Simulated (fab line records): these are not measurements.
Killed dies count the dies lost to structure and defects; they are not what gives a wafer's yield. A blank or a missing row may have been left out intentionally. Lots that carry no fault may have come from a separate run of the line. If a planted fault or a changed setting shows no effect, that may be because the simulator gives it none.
The tool behind it: which one?    flow sky130    13 lots, 39 wafers sampled, at 3 steps of a route of 708

## WHAT THE GAUGES SHOWED, per wafer
SKY_CONTACT_BOW_MEAS_05.
lot   measured      on             CONTACT_BOW (um)
L127  day 30 12:02  film_metro-04  83 89 91
L128  day 30 20:45  film_metro-01  95 76 88
L130  day 31 18:10  film_metro-04  81 67 77
L134  day 32 19:14  film_metro-02  79 88 89
L135  day 33 05:25  film_metro-01  90 91 86
L136  day 33 11:59  film_metro-04  80 69 85
L137  day 33 18:44  film_metro-04  69 89 78
L138  day 34 00:27  film_metro-04  87 89 70
L139  day 34 05:48  film_metro-04  86 69 88
L140  day 36 01:32  film_metro-01  83 101 87
L145  day 36 06:34  film_metro-02  82 71 83
L146  day 36 11:06  film_metro-01  72 87 81
L147  day 36 17:07  film_metro-01  82 89 87

SKY_CONTACT_THK_MEAS_26: measures by xrf.
lot   measured      on             CONTACT_W_THK (nm)
L127  day 31 17:20  film_metro-01  350 348 345
L128  day 32 01:58  film_metro-01  351 350 351
L130  day 32 21:44  film_metro-04  352 352 352
L134  day 33 23:02  film_metro-02  347 347 355
L135  day 34 09:48  film_metro-02  341 345 342
L136  day 34 15:33  film_metro-04  358 350 360
L137  day 34 21:57  film_metro-02  342 349 345
L138  day 35 04:04  film_metro-04  349 346 355
L139  day 35 09:41  film_metro-04  345 346 349
L140  day 37 05:19  film_metro-01  357 358 351
L145  day 37 09:17  film_metro-02  358 352 349
L146  day 37 14:10  film_metro-04  346 356 349
L147  day 37 19:56  film_metro-02  351 353 360

## WHICH TOOL RAN EACH LOT (tool, then ch and the chambers of the sampled wafers, then the start)
lot   SKY_CONTACT_SPUTTER_23
L127  pvd_sputter-02, day 31 17:02
L128  pvd_sputter-02, day 32 01:40
L130  pvd_sputter-03, day 32 21:26
L134  pvd_sputter-02, day 33 22:44
L135  pvd_sputter-03, day 34 09:29
L136  pvd_sputter-01, day 34 15:14
L137  pvd_sputter-01, day 34 21:38
L138  pvd_sputter-02, day 35 03:46
L139  pvd_sputter-02, day 35 09:24
L140  pvd_sputter-02, day 37 05:02
L145  pvd_sputter-01, day 37 08:58
L146  pvd_sputter-03, day 37 13:53
L147  pvd_sputter-02, day 37 19:37
- SKY_CONTACT_SPUTTER_23: material TiN, target thk 20 nm, time 80 s.

## WHAT THE TOOLS THEMSELVES READ (means of the sampled wafers that have a number; where no wafer has one, the mark that the record gives instead)
SKY_CONTACT_SPUTTER_23.
lot   tool            cathode_dc_power_W (W)  chamber_pressure_pa (Pa)  throttle_valve_pct (%)
L127  pvd_sputter-02  3999.4                  5.006                     30.6
L128  pvd_sputter-02  4000.0                  5.005                     30.7
L130  pvd_sputter-03  4000.0                  5.006                     29.2
L134  pvd_sputter-02  4000.1                  5.017                     29.7
L135  pvd_sputter-03  4000.2                  5.005                     28.9
L136  pvd_sputter-01  3999.7                  4.996                     28.7
L137  pvd_sputter-01  3999.9                  5.003                     29.3
L138  pvd_sputter-02  4000.2                  4.988                     30.5
L139  pvd_sputter-02  4000.0                  5.002                     30.2
L140  pvd_sputter-02  4000.5                  4.993                     29.7
L145  pvd_sputter-01  4000.3                  5.009                     29.3
L146  pvd_sputter-03  4000.0                  5.001                     29.5
L147  pvd_sputter-02  4000.0                  5.001                     30.3

## THE ANSWER, worked out from the rows above alone
Rule: the lots themselves supply what counts as usual. The widest of any qualifying gaps counts: lots, ordered by their means at a reading, are off when they make up no more than a third of the lots, leave a main group of 4 or more, and stand apart from it by 3 or more times the standard deviation of that group's means. A main group is skipped when, at the precision printed for the reading in the tables above, its means are all equal. A lot without any number at a reading at which 4 lots or more have one is off too. Where the step has rows for the other lots, those lots are counted as sound. After the gauges, taken in route order, come the tools' own readings; for these a lot's mean is taken, as printed above. At the first step where some lot is off, the reading lying furthest off is the one used; lots without a number count as furthest.
Across all readings shown, no lot is off: no conclusion can be drawn from this.

## WHAT THE SIMULATOR HAD PUT IN
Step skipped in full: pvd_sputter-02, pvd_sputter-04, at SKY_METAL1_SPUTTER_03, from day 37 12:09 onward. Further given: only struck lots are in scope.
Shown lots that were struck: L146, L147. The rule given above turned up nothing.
